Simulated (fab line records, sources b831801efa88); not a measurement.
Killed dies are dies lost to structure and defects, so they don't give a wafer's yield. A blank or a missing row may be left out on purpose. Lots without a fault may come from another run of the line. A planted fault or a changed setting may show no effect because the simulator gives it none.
fab line records | flow gf180mcu
record lots=13 wafers=39 last_day=34
route steps=602 shown PSD@261 NSD@262 V1@359 V2@385
lots that met no fault: from a run of the same line without faults
start_h: hours from the record's first day to the start of the lot's first wafer shown | wait_h: hours since the lot's step before | " the same as in the row above | L1.1+2: a row that stands for several wafers | - no value, or no start given | * or withheld: withheld | < > ~ a bound
route shown NAME@n: a module of which the file shows steps, and the number in the route of the first | usual: mean/standard deviation of fault-free wafers | same: alike in all rows | chamber/n: place in a boat | sites: the reading at each site | _std_site: their standard deviation | _edge_site: outer sites' mean less inner sites' | radius_mm: how far each site lies from the wafer's centre | mask NAME#n: copy n | behind: the tool/chamber that last shaped the wafer | hold: why the lot was held/for how many hours/how that ended | device: the transistor (n, p or np) that didn't switch | end of line: the same wafers' tests at the end of the route | a step without rows: its recipe alone | killed: dies lost to structure and defects at the first sort, not the wafer's yield | map: a wafer's dies, x killed, . not, _ none there
set.NAME: the setting as run; set.NAME@STEP: as run at that earlier step | model.NAME: the simulator's own value behind a step, which no gauge read
steps of the route over a sample of lots; a table a step, a row a wafer
services: from which hour (start_h, from the record's first day; less than 0 if before it) a tool's chamber was out of use, for how many hours, and why
## steps
# step GF_PSD_RTA_13
# recipe temp_c=1025 time_s=20 ambient=N2
# usual lamp_power_pct=33/3.9 wafer_temp_C_max=1032.3/1.6
# same time_s=20
# columns lot.wafer tool chamber start_h wait_h lamp_power_pct wafer_temp_C_max
L938.2 rtp_anneal-02 0 316.48 0.0 30 1034.2
L938.3 " 0 " " 30 1033.5
L938.4 " 0 " " 30 1034.2
L939.3 rtp_anneal-02 0 328.39 0.0 30 1032.6
L939.5 " 0 " " 30 1031.1
L939.6 " 0 " " 30 1031.7
L940.2 rtp_anneal-02 0 331.90 0.0 30 1031.6
L940.3 " 0 " " 30 1033.5
L940.4 " 0 " " 30 1034.6
L943.1 rtp_anneal-01 0 351.92 0.0 38 1029.9
L943.3 " 0 " " 38 1031.3
L943.4 " 0 " " 38 1031.2
L944.1 rtp_anneal-02 0 362.78 0.0 31 1052.6
L944.2 " 0 " " 31 1054.3
L944.3 " 0 " " 31 1053.4
L945.1 rtp_anneal-02 0 370.44 0.0 31 1055.9
L945.3 " 0 " " 31 1056.2
L945.4 " 0 " " 31 1057.6
L952.2 rtp_anneal-01 0 430.65 0.0 38 1031.2
L952.3 " 0 " " 38 1031.6
L952.6 " 0 " " 38 1029.3
L953.2 rtp_anneal-02 0 440.28 0.0 30 1033.9
L953.3 " 0 " " 30 1035.0
L953.6 " 0 " " 30 1032.6
L956.1 rtp_anneal-02 0 467.14 0.0 30 1032.9
L956.3 " 0 " " 30 1032.4
L956.4 " 0 " " 30 1035.4
L957.1 rtp_anneal-01 0 476.21 0.0 38 1031.3
L957.2 " 0 " " 38 1030.3
L957.6 " 0 " " 38 1033.2
L958.1 rtp_anneal-02 0 489.17 0.0 30 1035.3
L958.2 " 0 " " 30 1032.4
L958.6 " 0 " " 30 1031.1
L960.1 rtp_anneal-02 0 514.54 0.0 30 1031.9
L960.2 " 0 " " 30 1035.3
L960.4 " 0 " " 30 1032.0
L961.1 rtp_anneal-02 0 527.13 0.0 30 1031.8
L961.3 " 0 " " 30 1034.4
L961.4 " 0 " " 30 1030.5
# step GF_PSD_RS_MEAS_14
# recipe thk_meas_gauge=four-point-probe
# usual NSD_RS=46.15/0.083
# columns lot.wafer tool chamber start_h wait_h NSD_RS[ohm/sq]
L938.2 film_metro-03 - 316.57 0.1 46.07
L938.3 " - " " 46.19
L938.4 " - " " 46.05
L939.3 film_metro-04 - 328.49 0.1 46.21
L939.5 " - " " 46.15
L939.6 " - " " 45.95
L940.2 film_metro-01 - 331.99 0.1 46.22
L940.3 " - " " 46.27
L940.4 " - " " 46.16
L943.1 film_metro-04 - 352.00 0.1 46.30
L943.3 " - " " 46.20
L943.4 " - " " 46.34
L944.1 film_metro-01 - 362.87 0.1 43.02
L944.2 " - " " 43.07
L944.3 " - " " 42.98
L945.1 film_metro-03 - 370.52 0.1 42.93
L945.3 " - " " 43.04
L945.4 " - " " 42.94
L952.2 film_metro-03 - 430.74 0.1 46.24
L952.3 " - " " 46.13
L952.6 " - " " 46.10
L953.2 film_metro-04 - 440.37 0.1 46.05
L953.3 " - " " 45.97
L953.6 " - " " 46.03
L956.1 film_metro-01 - 467.22 0.1 46.06
L956.3 " - " " 46.15
L956.4 " - " " 46.09
L957.1 film_metro-03 - 476.30 0.1 46.14
L957.2 " - " " 46.13
L957.6 " - " " 46.27
L958.1 film_metro-03 - 489.25 0.1 46.14
L958.2 " - " " 46.02
L958.6 " - " " 46.10
L960.1 film_metro-04 - 514.62 0.1 46.09
L960.2 " - " " 46.20
L960.4 " - " " 46.26
L961.1 film_metro-03 - 527.22 0.1 46.14
L961.3 " - " " 46.06
L961.4 " - " " 45.95
# step GF_PSD_RS_MEAS_15
# recipe thk_meas_gauge=four-point-probe
# usual PSD_RS=108.62/0.28
# columns lot.wafer tool chamber start_h wait_h PSD_RS[ohm/sq]
L938.2 film_metro-03 - 316.69 0.1 108.47
L938.3 " - " " 108.53
L938.4 " - " " 108.43
L939.3 film_metro-04 - 328.61 0.1 108.42
L939.5 " - " " 108.61
L939.6 " - " " 108.47
L940.2 film_metro-01 - 332.11 0.1 108.74
L940.3 " - " " 108.77
L940.4 " - " " 108.79
L943.1 film_metro-04 - 352.12 0.1 109.03
L943.3 " - " " 108.76
L943.4 " - " " 109.61
L944.1 film_metro-01 - 362.99 0.1 99.76
L944.2 " - " " 99.67
L944.3 " - " " 99.76
L945.1 film_metro-03 - 370.64 0.1 99.46
L945.3 " - " " 99.74
L945.4 " - " " 99.51
L952.2 film_metro-03 - 430.86 0.1 108.69
L952.3 " - " " 108.39
L952.6 " - " " 108.48
L953.2 film_metro-04 - 440.49 0.1 108.42
L953.3 " - " " 107.99
L953.6 " - " " 108.22
L956.1 film_metro-01 - 467.34 0.1 108.41
L956.3 " - " " 108.17
L956.4 " - " " 108.22
L957.1 film_metro-03 - 476.42 0.1 108.74
L957.2 " - " " 108.79
L957.6 " - " " 108.81
L958.1 film_metro-03 - 489.37 0.1 108.54
L958.2 " - " " 108.23
L958.6 " - " " 108.48
L960.1 film_metro-04 - 514.74 0.1 108.44
L960.2 " - " " 108.30
L960.4 " - " " 108.70
L961.1 film_metro-03 - 527.34 0.1 108.44
L961.3 " - " " 108.50
L961.4 " - " " 108.18
# step GF_V1_RS_MEAS_24
# recipe thk_meas_gauge=four-point-probe reads=W_of_V1_CVD_23+TiN_of_V1_SPUTTER_22+Ti_of_V1_SPUTTER_21
# usual V1_W_RS=0.3267/0.0029
# columns lot.wafer tool chamber start_h wait_h V1_W_RS[ohm/sq]
L938.2 film_metro-01 - 410.82 0.1 0.3242
L938.3 " - " " 0.3286
L938.4 " - " " 0.3262
L939.3 film_metro-03 - 422.78 0.1 0.3247
L939.5 " - " " 0.3250
L939.6 " - " " 0.3245
L940.2 film_metro-03 - 428.18 0.1 0.3286
L940.3 " - " " 0.3282
L940.4 " - " " 0.3235
L943.1 film_metro-01 - 448.31 0.2 0.3263
L943.3 " - " " 0.3270
L943.4 " - " " 0.3257
L944.1 film_metro-02 - 462.15 0.1 0.3297
L944.2 " - " " 0.3297
L944.3 " - " " 0.3345
L945.1 film_metro-01 - 469.80 0.2 0.3254
L945.3 " - " " 0.3299
L945.4 " - " " 0.3300
L952.2 film_metro-03 - 531.22 0.1 0.3293
L952.3 " - " " 0.3313
L952.6 " - " " 0.3301
L953.2 film_metro-03 - 541.02 0.1 0.3235
L953.3 " - " " 0.3239
L953.6 " - " " 0.3260
L956.1 film_metro-01 - 565.26 0.1 0.3251
L956.3 " - " " 0.3289
L956.4 " - " " 0.3245
L957.1 film_metro-01 - 572.75 0.1 0.3244
L957.2 " - " " 0.3238
L957.6 " - " " 0.3235
L958.1 film_metro-01 - 584.70 0.1 0.3261
L958.2 " - " " 0.3250
L958.6 " - " " 0.3230
L960.1 film_metro-01 - 607.61 0.1 0.3258
L960.2 " - " " 0.3213
L960.4 " - " " 0.3235
L961.1 film_metro-01 - 619.78 0.1 0.3268
L961.3 " - " " 0.3291
L961.4 " - " " 0.3263
# step GF_V2_THK_MEAS_03
# recipe reads=SiO2_of_V2_CVD_02
# usual V2_CVD_02_THK=849/10
# columns lot.wafer tool chamber start_h wait_h V2_CVD_02_THK[nm]
L938.2 film_metro-02 - 436.70 0.0 839
L938.3 " - " " 844
L938.4 " - " " 849
L939.3 film_metro-03 - 447.94 0.1 839
L939.5 " - " " 857
L939.6 " - " " 855
L940.2 film_metro-04 - 454.84 0.0 843
L940.3 " - " " 844
L940.4 " - " " 848
L943.1 film_metro-03 - 473.96 0.0 846
L943.3 " - " " 843
L943.4 " - " " 855
L944.1 film_metro-04 - 488.15 0.0 837
L944.2 " - " " 820
L944.3 " - " " 824
L945.1 film_metro-03 - 495.28 0.0 838
L945.3 " - " " 834
L945.4 " - " " 842
L952.2 film_metro-02 - 555.82 0.0 848
L952.3 " - " " 844
L952.6 " - " " 862
L953.2 film_metro-03 - 565.58 0.0 842
L953.3 " - " " 840
L953.6 " - " " 860
L956.1 film_metro-02 - 588.32 0.0 845
L956.3 " - " " 817
L956.4 " - " " 849
L957.1 film_metro-03 - 595.27 0.0 852
L957.2 " - " " 840
L957.6 " - " " 861
L958.1 film_metro-03 - 607.40 0.0 847
L958.2 " - " " 842
L958.6 " - " " 849
L960.1 film_metro-02 - 629.62 0.0 855
L960.2 " - " " 853
L960.4 " - " " 869
L961.1 film_metro-03 - 642.02 0.0 840
L961.3 " - " " 843
L961.4 " - " " 846
# step GF_V2_SPUTTER_21
# recipe material=Ti target_thk_nm=15 chamber_pressure_pa=5 power_w=2500 substrate_temp_c=200 time_s=80.02
# usual throttle_valve_pct=29.8/1.1
# same time_s=80.02
# columns lot.wafer tool chamber start_h wait_h throttle_valve_pct
L938.2 pvd_sputter-04 - 462.41 0.0 28.6
L938.3 " - " " 28.5
L938.4 " - " " 29.9
L939.3 pvd_sputter-01 - 473.41 0.0 29.4
L939.5 " - " " 29.2
L939.6 " - " " 30.9
L940.2 pvd_sputter-01 - 480.48 0.0 29.5
L940.3 " - " " 29.5
L940.4 " - " " 29.1
L943.1 pvd_sputter-01 - 499.55 0.0 29.4
L943.3 " - " " 29.4
L943.4 " - " " 31.0
L944.1 pvd_sputter-03 - 513.00 0.0 29.6
L944.2 " - " " 31.5
L944.3 " - " " 28.4
L945.1 pvd_sputter-01 - 519.49 0.0 30.8
L945.3 " - " " 29.4
L945.4 " - " " 29.3
L952.2 pvd_sputter-03 - 578.71 0.0 31.8
L952.3 " - " " 31.3
L952.6 " - " " 28.4
L953.2 pvd_sputter-03 - 587.93 0.0 29.5
L953.3 " - " " 28.2
L953.6 " - " " 29.3
L956.1 pvd_sputter-04 - 610.36 0.0 28.6
L956.3 " - " " 29.8
L956.4 " - " " 28.6
L957.1 pvd_sputter-03 - 617.56 0.0 31.4
L957.2 " - " " 28.3
L957.6 " - " " 31.5
L958.1 pvd_sputter-03 - 629.35 0.0 29.3
L958.2 " - " " 31.6
L958.6 " - " " 31.5
L960.1 pvd_sputter-03 - 651.25 0.0 31.4
L960.2 " - " " 31.6
L960.4 " - " " 29.4
L961.1 pvd_sputter-03 - 662.67 0.0 29.6
L961.3 " - " " 28.5
L961.4 " - " " 31.9
## services
# columns tool chamber start_h hours kind
pvd_sputter-03 - 320.39 3.4 repair
pvd_sputter-03 0 330.45 - consumable_replace:kit
pvd_sputter-03 0 330.45 18.0 scheduled_down
pvd_sputter-03 0 330.45 18.0 vent_cycle
pvd_sputter-04 - 359.09 1.0 repair
pvd_sputter-04 3 365.30 - consumable_replace:kit
pvd_sputter-04 3 365.30 18.0 scheduled_down
pvd_sputter-04 3 365.30 18.0 vent_cycle
rtp_anneal-01 - 371.42 3.4 pm
pvd_sputter-03 - 378.91 4.7 repair
pvd_sputter-04 - 413.29 8.1 repair
pvd_sputter-01 2 472.07 - consumable_replace:kit
pvd_sputter-01 2 472.07 18.0 scheduled_down
pvd_sputter-01 2 472.07 18.0 vent_cycle
pvd_sputter-01 - 534.14 18.9 repair
pvd_sputter-04 - 535.79 6.6 repair
pvd_sputter-04 2 579.63 - consumable_replace:kit
pvd_sputter-04 2 579.63 18.0 scheduled_down
pvd_sputter-04 2 579.63 18.0 vent_cycle
pvd_sputter-03 - 583.97 1.8 repair
rtp_anneal-01 - 645.68 1.4 pm
## key
first_sign step=GF_PSD_RTA_13 reading=wafer_temp_C_max direction=up sigmas=14 usual=* struck=*
effect step=GF_PSD_RS_MEAS_14 reading=NSD_RS direction=down sigmas=38 usual=46.15 struck=43.00
effect step=GF_PSD_RS_MEAS_15 reading=PSD_RS direction=down sigmas=32 usual=108.62 struck=99.65
met_at GF_PSD_RTA_13
struck_lots L944,L945
tester_left_out L944,L945
not_acting_at GF_V1_RS_MEAS_24,GF_V2_THK_MEAS_03,GF_V2_SPUTTER_21
onset_between 331.90 362.78
fault kind=process_parameter_drift tool=rtp_anneal-02 chamber=- onset_h=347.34 steps=GF_PSD_RTA_13 channel=temp_c offset=* shape=step end_h=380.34 acts_in=* stated=*
# tester_left_out: of these lots the tester's yield and bins aren't shown, on N5 and GAA mostly nor the transistor test; their killed dies are dies lost to structure and defects alone, not to doping, threshold or leakage, so they don't give the yield
